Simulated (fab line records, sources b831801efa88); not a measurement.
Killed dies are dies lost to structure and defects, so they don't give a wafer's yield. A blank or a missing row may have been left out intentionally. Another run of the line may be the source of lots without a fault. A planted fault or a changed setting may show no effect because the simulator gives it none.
fab line records	flow sky130
record: lots: 13	wafers: 39	lastDay: 50
route steps=708 shown METAL5@665 PASSIVATION@684 PAD_OPEN@694
lots with no fault: from the same line, run without faults
startH: hours from the record's opening day to when the first of the lot's shown wafers began	waitH: how many hours have passed since the lot's step before this one	" identical to the entry in the row above	L1.1+2: one row covering several wafers at once	- no value present, or no start provided	* or withheld: withheld	< > ~ a bound
route shown NAME@n: names a module that has steps shown in the file, with the first one's number in the route	usual: mean/standard deviation taken from wafers without a fault	same: alike in all rows	chamber/n: place in a boat	sites: readings site by site	_std_site: standard deviation across them	_edge_site: inner sites' mean taken away from outer sites' mean	radiusMm: for every site, how far away it sits from the centre of the wafer	mask NAME#n: copy n	behind: the most recent tool/chamber to have shaped the wafer	hold: why the lot was held/for how many hours/how that ended	device: the n, p or np transistor that did not switch	end of line: at the end of the route, the tests of the same wafers	a step without rows: its recipe alone	killed: dies that structure and defects cost at the first sort, which is not the same as the wafer's yield	map: the dies of a wafer, with x for killed, . for not killed, _ for no die there
set.NAME: the run value of the setting; set.NAME@STEP: its run value at that earlier step	model.NAME: the simulator's own value behind a step, which no gauge read
steps of the route over a sample of lots; a table a step, a row a wafer
services: a tool's chamber out of use, with start hour (startH, from the record's first day; less than 0 if before it), hours out, and reason
== steps ==
step: SKY_METAL5_SPUTTER_04
recipe: material: TiN	targetThkNm: 70	powerW: 6500	timeS: 58.3	chamberPressurePa: 0.4
usual: throttleValvePct: 29.6/0.84
lot.wafer	tool	chamber	startH	waitH	throttleValvePct
L520.2	pvdSputter-03	-	1000.38	0.0	29.1
L520.4	"	-	"	"	29.2
L520.6	"	-	"	"	30.0
L521.1	pvdSputter-03	-	1009.90	0.0	29.1
L521.2	"	-	"	"	29.4
L521.3	"	-	"	"	29.0
L523.1	pvdSputter-02	-	1036.38	0.0	29.4
L523.4	"	-	"	"	29.6
L523.6	"	-	"	"	31.5
L524.1	pvdSputter-03	-	1046.31	0.0	29.2
L524.2	"	-	"	"	29.8
L524.6	"	-	"	"	29.7
L525.1	pvdSputter-02	-	1049.43	0.0	31.6
L525.3	"	-	"	"	29.4
L525.5	"	-	"	"	29.5
L526.2	pvdSputter-02	-	1050.68	0.0	29.4
L526.5	"	-	"	"	29.4
L526.6	"	-	"	"	28.8
L528.2	pvdSputter-01	-	1061.33	0.0	28.9
L528.3	"	-	"	"	29.3
L528.5	"	-	"	"	29.2
L529.2	pvdSputter-02	-	1069.39	0.0	28.8
L529.4	"	-	"	"	31.3
L529.6	"	-	"	"	28.9
L532.1	pvdSputter-02	-	1082.81	0.0	31.6
L532.4	"	-	"	"	29.2
L532.5	"	-	"	"	29.8
L534.2	pvdSputter-02	-	1095.97	0.0	31.7
L534.3	"	-	"	"	29.9
L534.6	"	-	"	"	31.5
L539.1	pvdSputter-03	-	1121.58	0.0	29.1
L539.2	"	-	"	"	29.6
L539.4	"	-	"	"	30.3
L538.1	pvdSputter-03	-	1126.62	0.0	30.1
L538.4	"	-	"	"	29.4
L538.5	"	-	"	"	29.9
L541.2	pvdSputter-02	-	1144.02	0.0	31.3
L541.5	"	-	"	"	28.8
L541.6	"	-	"	"	29.0
step: SKY_METAL5_RS_MEAS_05
recipe: thkMeasGauge: four-point-probe	reads: TiN_of_METAL5_SPUTTER_04+Ti_of_METAL5_SPUTTER_03+AlCu_of_METAL5_SPUTTER_02+TiN_of_METAL5_SPUTTER_01+Ti_of_METAL5_SPUTTER_00
usual: METAL5_ALCU_RS: 0.02701/0.00026
lot.wafer	tool	chamber	startH	waitH	METAL5_ALCU_RS[ohm/sq]
L520.2	filmMetro-01	-	1000.45	0.0	0.02678
L520.4	"	-	"	"	0.02688
L520.6	"	-	"	"	0.02713
L521.1	filmMetro-01	-	1009.95	0.0	0.02669
L521.2	"	-	"	"	0.02662
L521.3	"	-	"	"	0.02698
L523.1	filmMetro-03	-	1036.43	0.0	0.02672
L523.4	"	-	"	"	0.02677
L523.6	"	-	"	"	0.02674
L524.1	filmMetro-02	-	1046.36	0.0	0.02698
L524.2	"	-	"	"	0.02679
L524.6	"	-	"	"	0.02666
L525.1	filmMetro-02	-	1049.47	0.0	0.02708
L525.3	"	-	"	"	0.027
L525.5	"	-	"	"	0.0271
L526.2	filmMetro-01	-	1050.75	0.0	0.02705
L526.5	"	-	"	"	0.02684
L526.6	"	-	"	"	0.02679
L528.2	filmMetro-02	-	1061.40	0.0	0.02681
L528.3	"	-	"	"	0.02663
L528.5	"	-	"	"	0.02685
L529.2	filmMetro-03	-	1069.46	0.0	0.02691
L529.4	"	-	"	"	0.02724
L529.6	"	-	"	"	0.02699
L532.1	filmMetro-02	-	1082.86	0.0	0.02728
L532.4	"	-	"	"	0.02687
L532.5	"	-	"	"	0.02693
L534.2	filmMetro-02	-	1096.04	0.0	0.02717
L534.3	"	-	"	"	0.02677
L534.6	"	-	"	"	0.02716
L539.1	filmMetro-03	-	1121.63	0.0	0.02748
L539.2	"	-	"	"	0.02729
L539.4	"	-	"	"	0.02729
L538.1	filmMetro-02	-	1126.67	0.0	0.0272
L538.4	"	-	"	"	0.02726
L538.5	"	-	"	"	0.02719
L541.2	filmMetro-03	-	1144.09	0.0	0.02731
L541.5	"	-	"	"	0.02713
L541.6	"	-	"	"	0.02742
step: SKY_PASSIVATION_THK_MEAS_03
recipe: reads: Si3N4_of_PASSIVATION_CVD_02
usual: PASSIVATION_CVD_02_THK: 542/7.1
lot.wafer	tool	chamber	startH	waitH	PASSIVATION_CVD_02_THK[nm]
L520.2	filmMetro-04	-	1023.51	-	539
L520.4	"	-	"	"	551
L520.6	"	-	"	"	542
L521.1	filmMetro-04	-	1032.74	-	527
L521.2	"	-	"	"	541
L521.3	"	-	"	"	537
L523.1	filmMetro-04	-	1059.55	-	538
L523.4	"	-	"	"	539
L523.6	"	-	"	"	541
L524.1	filmMetro-02	-	1068.97	-	531
L524.2	"	-	"	"	545
L524.6	"	-	"	"	543
L525.1	filmMetro-01	-	1072.02	-	530
L525.3	"	-	"	"	547
L525.5	"	-	"	"	551
L526.2	filmMetro-02	-	1072.74	-	531
L526.5	"	-	"	"	554
L526.6	"	-	"	"	542
L528.2	filmMetro-01	-	1083.67	-	550
L528.3	"	-	"	"	552
L528.5	"	-	"	"	550
L529.2	filmMetro-01	-	1091.19	-	536
L529.4	"	-	"	"	545
L529.6	"	-	"	"	543
L532.1	filmMetro-04	-	1103.89	-	539
L532.4	"	-	"	"	542
L532.5	"	-	"	"	544
L534.2	filmMetro-01	-	1116.83	-	538
L534.3	"	-	"	"	534
L534.6	"	-	"	"	540
L539.1	filmMetro-04	-	1141.62	-	534
L539.2	"	-	"	"	529
L539.4	"	-	"	"	545
L538.1	filmMetro-04	-	1147.07	-	543
L538.4	"	-	"	"	554
L538.5	"	-	"	"	546
L541.2	filmMetro-01	-	1162.32	-	528
L541.5	"	-	"	"	548
L541.6	"	-	"	"	544
step: SKY_PAD_OPEN_DEHYDRATE_00
recipe: tempC: 200	timeS: 60
usual: heaterPowerTotalW: 160.38/0.13	runLengthS: 89.04/0.26
lot.wafer	tool	chamber	startH	waitH	heaterPowerTotalW	runLengthS
L520.2	lithoTrack-02	0	1055.75	9.7	160.21	89.18
L520.4	"	0	"	"	160.22	89.11
L520.6	"	0	"	"	160.39	89.07
L521.1	lithoTrack-04	0	1064.89	10.6	160.11	89.19
L521.2	"	0	"	"	160.39	89.47
L521.3	"	0	"	"	160.55	89.47
L523.1	lithoTrack-02	0	1090.52	10.1	160.26	89.04
L523.4	"	0	"	"	160.40	89.08
L523.6	"	0	"	"	160.25	89.16
L524.1	lithoTrack-03	0	1098.62	8.8	160.38	88.74
L524.2	"	0	"	"	160.24	88.63
L524.6	"	0	"	"	160.37	88.87
L525.1	lithoTrack-02	0	1101.37	9.0	160.34	88.96
L525.3	"	0	"	"	160.35	89.19
L525.5	"	0	"	"	160.48	89.22
L526.2	lithoTrack-04	0	1101.97	9.2	160.42	89.44
L526.5	"	0	"	"	160.42	89.55
L526.6	"	0	"	"	160.54	89.35
L528.2	lithoTrack-04	0	1113.12	10.0	160.28	89.20
L528.3	"	0	"	"	160.50	89.22
L528.5	"	0	"	"	160.18	89.21
L529.2	lithoTrack-03	0	1120.59	9.3	160.29	88.88
L529.4	"	0	"	"	160.35	88.87
L529.6	"	0	"	"	160.39	88.70
L532.1	lithoTrack-04	0	1132.99	8.9	160.48	101.16
L532.4	"	0	"	"	160.50	101.12
L532.5	"	0	"	"	160.30	101.25
L534.2	lithoTrack-04	0	1143.37	8.1	160.25	101.14
L534.3	"	0	"	"	160.12	101.09
L534.6	"	0	"	"	160.38	101.28
L539.1	lithoTrack-03	0	1165.97	7.1	160.59	88.71
L539.2	"	0	"	"	160.45	88.75
L539.4	"	0	"	"	160.42	88.68
L538.1	lithoTrack-02	0	1171.62	7.6	160.43	89.21
L538.4	"	0	"	"	160.54	88.96
L538.5	"	0	"	"	160.29	89.29
L541.2	lithoTrack-02	0	1186.20	7.6	160.27	89.26
L541.5	"	0	"	"	160.58	89.05
L541.6	"	0	"	"	160.34	89.09
step: SKY_PAD_OPEN_PROBE_99
usual: defectLimitedYield: 82.3/1.9	killed_at_M0_to_M3: 44/6.9	killed_at_M4_up: 3.0/1.5	killedAtContacts: 24/5.2	killedAtFrontEnd: 15/4.1	killedAtOther: 0.4/0.62	killedDies: 87/9.6	killedOpen: 47/7	killedShort: 40/6.2	sort_bin_3_pad_short: 0.9/0.43	sort_bin_5_function: 10.5/1.4	sort_bin_6_memory: 6.4/1.2	sortNPass: 405/9.6	sortYieldPct: 82.3/1.9
same: grossDies: 492	killedAtBackSide: 0	sort_bin_4_leakage[%]: 0	sort_bin_8_speed[%]: 0
lot.wafer	tool	chamber	startH	waitH	defectLimitedYield[%]	killed_at_M0_to_M3	killed_at_M4_up	killedAtContacts	killedAtFrontEnd	killedAtOther	killedDies	killedOpen	killedShort	sort_bin_3_pad_short[%]	sort_bin_5_function[%]	sort_bin_6_memory[%]	sortNPass	sortYieldPct[%]
L520.2	prober-02	-	1069.67	0.1	78.9	51	7	24	19	3	104	51	49	0.4	11.0	9.8	388	78.9
L520.4	prober-02	-	1069.77	0.2	83.9	43	4	20	11	1	79	40	38	0.6	10.2	5.3	413	83.9
L520.6	prober-02	-	1069.87	0.2	80.5	45	5	24	21	1	96	47	47	0.2	11.4	7.9	396	80.5
L521.1	prober-01	-	1078.03	0.1	82.9	43	3	24	13	1	84	45	39	0.8	10.6	5.7	408	82.9
L521.2	prober-01	-	1078.08	0.1	83.1	47	2	23	11	0	83	54	29	0.6	9.6	6.7	409	83.1
L521.3	prober-01	-	1078.13	0.2	81.3	55	3	23	11	0	92	58	34	0.6	11.6	6.5	400	81.3
L523.1	prober-01	-	1103.57	0.1	83.3	40	3	23	15	1	82	47	34	1.0	8.7	6.9	410	83.3
L523.4	prober-01	-	1103.72	0.2	84.8	39	1	20	14	1	75	46	29	0.4	10.8	4.1	417	84.8
L523.6	prober-01	-	1103.82	0.2	81.3	45	6	20	20	1	92	53	36	2.0	11.4	5.3	400	81.3
L524.1	prober-02	-	1111.14	0.1	82.9	44	4	22	14	0	84	49	35	1.0	10.2	5.9	408	82.9
L524.2	prober-02	-	1111.19	0.1	81.7	42	2	29	15	2	90	46	42	0.6	11.8	5.9	402	81.7
L524.6	prober-02	-	1111.39	0.2	82.7	46	6	16	16	1	85	45	39	1.4	9.6	6.3	407	82.7
L525.1	prober-01	-	1114.46	0.1	85.2	35	3	23	10	2	73	37	34	0.4	7.9	6.5	419	85.2
L525.3	prober-01	-	1114.56	0.2	81.5	43	2	30	16	0	91	50	41	0.6	10.0	7.9	401	81.5
L525.5	prober-01	-	1114.66	0.2	83.9	42	3	25	9	0	79	41	38	0.8	9.1	6.1	413	83.9
L526.2	prober-02	-	1116.01	0.1	85.6	28	4	31	8	0	71	35	36	0.6	8.9	4.9	421	85.6
L526.5	prober-02	-	1116.16	0.2	80.3	45	5	30	17	0	97	46	51	1.4	11.4	6.9	395	80.3
L526.6	prober-02	-	1116.21	0.2	85.8	29	3	27	11	0	70	38	32	0.6	9.3	4.3	422	85.8
L528.2	prober-02	-	1125.91	0.1	80.3	49	1	37	10	0	97	55	42	1.6	11.2	6.9	395	80.3
L528.3	prober-02	-	1125.96	0.2	81.9	49	4	26	9	1	89	48	41	1.4	8.9	7.7	403	81.9
L528.5	prober-02	-	1126.06	0.2	84.8	36	5	22	12	0	75	44	31	0.6	10.6	4.1	417	84.8
L529.2	prober-01	-	1133.16	0.1	82.9	44	3	26	11	0	84	46	38	0.8	11.0	5.3	408	82.9
L529.4	prober-01	-	1133.26	0.2	80.7	49	2	30	14	0	95	57	38	0.4	11.0	7.9	397	80.7
L529.6	prober-01	-	1133.36	0.2	82.3	47	2	25	13	0	87	45	42	0.6	9.6	7.5	405	82.3
L532.1	prober-02	-	1144.72	0.1	80.1	50	4	27	17	0	98	52	46	1.0	11.2	7.7	394	80.1
L532.4	prober-02	-	1144.87	0.2	78.9	55	5	23	21	0	104	57	47	1.4	11.0	8.7	388	78.9
L532.5	prober-02	-	1144.92	0.2	80.9	52	2	25	15	0	94	54	40	0.8	12.4	5.9	398	80.9
L534.2	prober-02	-	1155.52	0.1	80.5	52	3	30	10	1	96	52	43	1.0	11.4	7.1	396	80.5
L534.3	prober-02	-	1155.57	0.2	83.7	31	2	29	18	0	80	43	37	1.6	9.6	5.1	412	83.7
L534.6	prober-02	-	1155.72	0.2	81.9	45	5	28	11	0	89	52	37	1.8	8.7	7.5	403	81.9
L539.1	prober-02	-	1177.34	0.1	84.6	39	3	25	9	0	76	38	37	0.6	10.6	4.3	416	84.6
L539.2	prober-02	-	1177.39	0.1	81.1	52	2	30	9	0	93	48	44	0.8	11.6	6.5	399	81.1
L539.4	prober-02	-	1177.49	0.2	81.9	45	6	27	11	0	89	35	53	0.8	10.4	6.9	403	81.9
L538.1	prober-01	-	1182.45	0.1	82.5	44	4	20	16	2	86	47	39	1.2	10.6	5.7	406	82.5
L538.4	prober-01	-	1182.60	0.2	84.1	47	3	17	10	1	78	41	37	0.6	8.7	6.5	414	84.1
L538.5	prober-01	-	1182.65	0.2	82.7	38	4	25	18	0	85	39	44	1.2	9.8	6.3	407	82.7
L541.2	prober-02	-	1197.04	0.1	79.5	45	4	32	20	0	101	51	50	0.6	12.2	7.7	391	79.5
L541.5	prober-02	-	1197.19	0.2	84.3	34	3	22	18	0	77	43	34	0.2	8.9	6.5	415	84.3
L541.6	prober-02	-	1197.24	0.2	80.1	46	3	27	21	1	98	53	45	0.8	12.2	6.9	394	80.1
killed by level:class
L520.2 VIA1:geometricParticle:open=18 LOCAL_INTERCONNECT:geometricParticle:short=7 CONTACT:geometricParticle:open=7 METAL3:geometricParticle:short=7 FIELD_ISO:geometricParticle:open=6 VIA2:geometricParticle:open=6 METAL4:geometricParticle:short=5 FIELD_ISO:geometricParticle:short=4
L520.4 VIA1:geometricParticle:open=19 CONTACT:geometricParticle:short=6 FIELD_ISO:geometricParticle:open=5 CONTACT:geometricParticle:open=5 METAL1:geometricParticle:short=5 METAL2:geometricParticle:short=5 VIA2:geometricParticle:short=5 FIELD_ISO:geometricParticle:short=4
L520.6 CONTACT:geometricParticle:open=10 VIA3:geometricParticle:open=9 METAL2:geometricParticle:short=8 VIA1:geometricParticle:open=8 FIELD_ISO:geometricParticle:short=6 VIA2:geometricParticle:open=6 LI_CONTACT:geometricParticle:open=5 VIA1:geometricParticle:short=5
L521.1 VIA2:geometricParticle:open=10 CONTACT:geometricParticle:open=8 METAL2:geometricParticle:short=6 LI_CONTACT:geometricParticle:open=6 VIA1:geometricParticle:open=6 FIELD_ISO:geometricParticle:open=5 LOCAL_INTERCONNECT:geometricParticle:short=5 METAL3:geometricParticle:short=5
L521.2 VIA2:geometricParticle:open=10 VIA1:geometricParticle:open=10 LI_CONTACT:geometricParticle:open=9 CONTACT:geometricParticle:open=8 METAL2:geometricParticle:short=5 FIELD_ISO:geometricParticle:open=4 METAL1:geometricParticle:short=4 METAL1:geometricParticle:open=4
L521.3 LI_CONTACT:geometricParticle:open=12 VIA2:geometricParticle:open=11 VIA1:geometricParticle:open=10 VIA3:geometricParticle:open=9 VIA2:geometricParticle:short=7 CONTACT:geometricParticle:open=5 METAL2:geometricParticle:short=5 FIELD_ISO:geometricParticle:open=4
L523.1 VIA1:geometricParticle:open=9 LI_CONTACT:geometricParticle:open=7 VIA3:geometricParticle:open=7 VIA2:geometricParticle:open=6 FIELD_ISO:geometricParticle:open=5 LI_CONTACT:geometricParticle:short=4 LOCAL_INTERCONNECT:geometricParticle:short=4 METAL1:geometricParticle:short=4
L523.4 VIA1:geometricParticle:open=8 VIA2:geometricParticle:open=8 LI_CONTACT:geometricParticle:open=7 FIELD_ISO:geometricParticle:open=6 CONTACT:geometricParticle:short=6 POLY_GATE:geometricParticle:open=5 VIA3:geometricParticle:open=5 VIA2:geometricParticle:short=4
L523.6 VIA1:geometricParticle:open=14 FIELD_ISO:geometricParticle:open=8 LI_CONTACT:geometricParticle:open=8 VIA2:geometricParticle:open=7 CONTACT:geometricParticle:open=7 METAL4:geometricParticle:short=6 VIA3:geometricParticle:short=5 CONTACT:geometricParticle:short=5
L524.1 VIA3:geometricParticle:open=12 VIA1:geometricParticle:open=9 CONTACT:geometricParticle:short=7 FIELD_ISO:geometricParticle:open=6 CONTACT:geometricParticle:open=6 FIELD_ISO:geometricParticle:short=5 METAL1:geometricParticle:short=5 VIA2:geometricParticle:open=4
L524.2 VIA3:geometricParticle:open=13 CONTACT:geometricParticle:open=11 VIA1:geometricParticle:open=6 LOCAL_INTERCONNECT:geometricParticle:short=5 FIELD_ISO:geometricParticle:short=4 LI_CONTACT:geometricParticle:open=4 POLY_GATE:geometricParticle:short=4 METAL1:geometricParticle:short=4
L524.6 VIA1:geometricParticle:open=12 FIELD_ISO:geometricParticle:short=6 METAL1:geometricParticle:short=6 METAL2:geometricParticle:short=6 VIA3:geometricParticle:open=5 CONTACT:geometricParticle:open=5 METAL4:geometricParticle:short=5 POLY_GATE:geometricParticle:open=4
L525.1 CONTACT:geometricParticle:open=8 VIA1:geometricParticle:open=8 CONTACT:geometricParticle:short=6 LI_CONTACT:geometricParticle:open=5 VIA1:geometricParticle:short=5 VIA3:geometricParticle:short=4 POLY_GATE:geometricParticle:open=3 METAL2:geometricParticle:open=3
L525.3 VIA2:geometricParticle:open=14 LI_CONTACT:geometricParticle:open=9 LOCAL_INTERCONNECT:geometricParticle:short=7 CONTACT:geometricParticle:open=6 VIA3:geometricParticle:open=6 VIA1:geometricParticle:open=5 METAL2:geometricParticle:short=5 FIELD_ISO:geometricParticle:short=4
L525.5 CONTACT:geometricParticle:open=11 VIA1:geometricParticle:open=8 LI_CONTACT:geometricParticle:open=7 METAL1:geometricParticle:short=7 VIA2:geometricParticle:open=7 FIELD_ISO:geometricParticle:short=4 LOCAL_INTERCONNECT:geometricParticle:short=4 VIA1:geometricParticle:short=4
L526.2 CONTACT:geometricParticle:open=9 LOCAL_INTERCONNECT:geometricParticle:short=7 CONTACT:geometricParticle:short=7 VIA2:geometricParticle:open=6 VIA1:geometricParticle:open=5 LI_CONTACT:geometricParticle:short=4 LI_CONTACT:geometricParticle:open=4 VIA3:geometricParticle:short=4
L526.5 CONTACT:geometricParticle:open=10 VIA1:geometricParticle:short=9 CONTACT:geometricParticle:short=8 POLY_GATE:geometricParticle:open=6 METAL1:geometricParticle:short=6 VIA1:geometricParticle:open=6 VIA2:geometricParticle:open=5 FIELD_ISO:geometricParticle:short=5
L526.6 LI_CONTACT:geometricParticle:open=8 CONTACT:geometricParticle:open=8 VIA1:geometricParticle:open=7 METAL2:geometricParticle:short=5 METAL1:geometricParticle:short=4 LOCAL_INTERCONNECT:geometricParticle:short=4 CONTACT:geometricParticle:short=4 VIA2:geometricParticle:open=4
L528.2 CONTACT:geometricParticle:open=14 VIA3:geometricParticle:open=9 VIA1:geometricParticle:open=9 LI_CONTACT:geometricParticle:open=7 CONTACT:geometricParticle:short=6 VIA1:geometricParticle:short=6 VIA2:geometricParticle:open=6 LOCAL_INTERCONNECT:geometricParticle:short=4
L528.3 VIA1:geometricParticle:open=12 VIA2:geometricParticle:open=12 CONTACT:geometricParticle:short=10 METAL2:geometricParticle:short=6 LI_CONTACT:geometricParticle:open=6 CONTACT:geometricParticle:open=6 VIA1:geometricParticle:short=5 VIA2:geometricParticle:short=5
L528.5 CONTACT:geometricParticle:open=8 METAL2:geometricParticle:short=8 VIA1:geometricParticle:open=6 CONTACT:geometricParticle:short=6 VIA3:geometricParticle:open=6 FIELD_ISO:geometricParticle:open=4 LI_CONTACT:geometricParticle:open=4 POLY_GATE:geometricParticle:open=3
L529.2 CONTACT:geometricParticle:open=11 VIA1:geometricParticle:open=10 METAL2:geometricParticle:short=6 VIA3:geometricParticle:open=6 CONTACT:geometricParticle:short=5 VIA1:geometricParticle:short=5 VIA2:geometricParticle:open=5 SPACER:geometricParticle:open=4
L529.4 VIA1:geometricParticle:open=13 LI_CONTACT:geometricParticle:open=12 CONTACT:geometricParticle:open=7 CONTACT:geometricParticle:short=7 VIA3:geometricParticle:open=7 METAL2:geometricParticle:short=6 VIA2:geometricParticle:open=6 METAL1:geometricParticle:short=5
L529.6 VIA3:geometricParticle:open=12 VIA1:geometricParticle:open=9 CONTACT:geometricParticle:short=8 METAL2:geometricParticle:short=8 CONTACT:geometricParticle:open=7 LOCAL_INTERCONNECT:geometricParticle:short=5 VIA2:geometricParticle:open=5 FIELD_ISO:geometricParticle:short=4
L532.1 VIA1:geometricParticle:open=13 CONTACT:geometricParticle:open=11 CONTACT:geometricParticle:short=7 VIA2:geometricParticle:open=7 LI_CONTACT:geometricParticle:open=6 VIA1:geometricParticle:short=6 VIA2:geometricParticle:short=5 POLY_GATE:geometricParticle:short=5
L532.4 VIA1:geometricParticle:open=16 METAL2:geometricParticle:short=7 VIA2:geometricParticle:open=7 VIA3:geometricParticle:open=7 FIELD_ISO:geometricParticle:open=6 LI_CONTACT:geometricParticle:open=5 CONTACT:geometricParticle:short=5 CONTACT:geometricParticle:open=5
L532.5 VIA1:geometricParticle:open=18 CONTACT:geometricParticle:open=10 LI_CONTACT:geometricParticle:open=7 VIA2:geometricParticle:open=7 METAL3:geometricParticle:short=6 POLY_GATE:geometricParticle:short=5 VIA1:geometricParticle:short=5 VIA3:geometricParticle:short=5
L534.2 METAL1:geometricParticle:short=10 VIA3:geometricParticle:open=9 LI_CONTACT:geometricParticle:open=9 CONTACT:geometricParticle:open=9 VIA1:geometricParticle:open=8 VIA1:geometricParticle:short=6 VIA2:geometricParticle:open=5 LI_CONTACT:geometricParticle:short=4
L534.3 CONTACT:geometricParticle:open=12 VIA1:geometricParticle:open=10 METAL1:geometricParticle:short=8 LI_CONTACT:geometricParticle:short=6 POLY_GATE:geometricParticle:open=5 METAL2:geometricParticle:short=5 FIELD_ISO:geometricParticle:short=4 FIELD_ISO:geometricParticle:open=4
L534.6 CONTACT:geometricParticle:open=11 LI_CONTACT:geometricParticle:open=9 VIA1:geometricParticle:open=9 METAL1:geometricParticle:short=8 METAL1:geometricParticle:open=6 CONTACT:geometricParticle:short=5 METAL2:geometricParticle:short=5 VIA2:geometricParticle:open=5
L539.1 VIA1:geometricParticle:open=11 CONTACT:geometricParticle:open=9 METAL2:geometricParticle:short=8 LI_CONTACT:geometricParticle:open=6 CONTACT:geometricParticle:short=6 VIA3:geometricParticle:short=4 VIA1:geometricParticle:short=4 VIA3:geometricParticle:open=4
L539.2 CONTACT:geometricParticle:open=10 VIA2:geometricParticle:open=10 CONTACT:geometricParticle:short=9 VIA1:geometricParticle:open=8 VIA3:geometricParticle:open=7 LI_CONTACT:geometricParticle:open=6 METAL3:geometricParticle:short=6 VIA1:geometricParticle:short=5
L539.4 CONTACT:geometricParticle:open=9 VIA1:geometricParticle:open=9 CONTACT:geometricParticle:short=8 METAL1:geometricParticle:short=8 METAL2:geometricParticle:short=7 LOCAL_INTERCONNECT:geometricParticle:short=6 VIA2:geometricParticle:open=5 FIELD_ISO:geometricParticle:short=4
L538.1 VIA3:geometricParticle:open=11 LI_CONTACT:geometricParticle:open=8 CONTACT:geometricParticle:open=7 VIA1:geometricParticle:open=7 FIELD_ISO:geometricParticle:short=5 POLY_GATE:geometricParticle:short=4 VIA1:geometricParticle:short=4 VIA2:geometricParticle:short=4
L538.4 VIA3:geometricParticle:open=9 VIA2:geometricParticle:open=9 CONTACT:geometricParticle:open=8 METAL1:geometricParticle:short=7 LOCAL_INTERCONNECT:geometricParticle:short=4 VIA1:geometricParticle:short=4 VIA3:geometricParticle:short=4 FIELD_ISO:geometricParticle:open=3
L538.5 CONTACT:geometricParticle:open=8 METAL1:geometricParticle:short=8 LI_CONTACT:geometricParticle:open=7 CONTACT:geometricParticle:short=6 VIA1:geometricParticle:open=6 POLY_GATE:geometricParticle:short=5 VIA3:geometricParticle:open=5 POLY_GATE:geometricParticle:open=4
L541.2 METAL2:geometricParticle:short=10 FIELD_ISO:geometricParticle:open=9 LI_CONTACT:geometricParticle:open=9 CONTACT:geometricParticle:open=9 LOCAL_INTERCONNECT:geometricParticle:short=8 VIA3:geometricParticle:open=8 METAL1:geometricParticle:short=6 VIA1:geometricParticle:open=6
L541.5 CONTACT:geometricParticle:open=9 VIA1:geometricParticle:open=7 FIELD_ISO:geometricParticle:short=6 VIA2:geometricParticle:open=6 VIA3:geometricParticle:open=6 METAL1:geometricParticle:short=4 LOCAL_INTERCONNECT:geometricParticle:short=4 CONTACT:geometricParticle:short=4
L541.6 VIA1:geometricParticle:open=16 LI_CONTACT:geometricParticle:open=8 CONTACT:geometricParticle:open=7 FIELD_ISO:geometricParticle:short=6 VIA1:geometricParticle:short=6 VIA3:geometricParticle:open=6 CONTACT:geometricParticle:short=5 VIA2:geometricParticle:open=5
== services ==
tool	chamber	startH	hours	kind
pvdSputter-02	-	997.43	3.8	repair
pvdSputter-01	-	1022.62	5.0	repair
lithoTrack-02	-	1047.90	-	consumableReplace:filter
pvdSputter-02	-	1123.89	5.4	repair
pvdSputter-02	-	1147.35	1.1	repair
pvdSputter-01	-	1185.47	4.8	repair
== key ==
firstSign: step: SKY_PAD_OPEN_DEHYDRATE_00	reading: runLengthS	direction: up	sigmas: 47	usual: *	struck: *
effect none on later readings
metAt SKY_PAD_OPEN_DEHYDRATE_00
struckLots L532,L534
notActingAt SKY_METAL5_SPUTTER_04,SKY_METAL5_RS_MEAS_05,SKY_PASSIVATION_THK_MEAS_03
onsetBetween 1113.12 1132.99
fault: kind: processParameterDrift	tool: lithoTrack-04	chamber: -	onsetH: 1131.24	steps: SKY_PAD_OPEN_DEHYDRATE_00	channel: timeS	offset: *	shape: step	endH: 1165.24	actsIn: *	stated: *
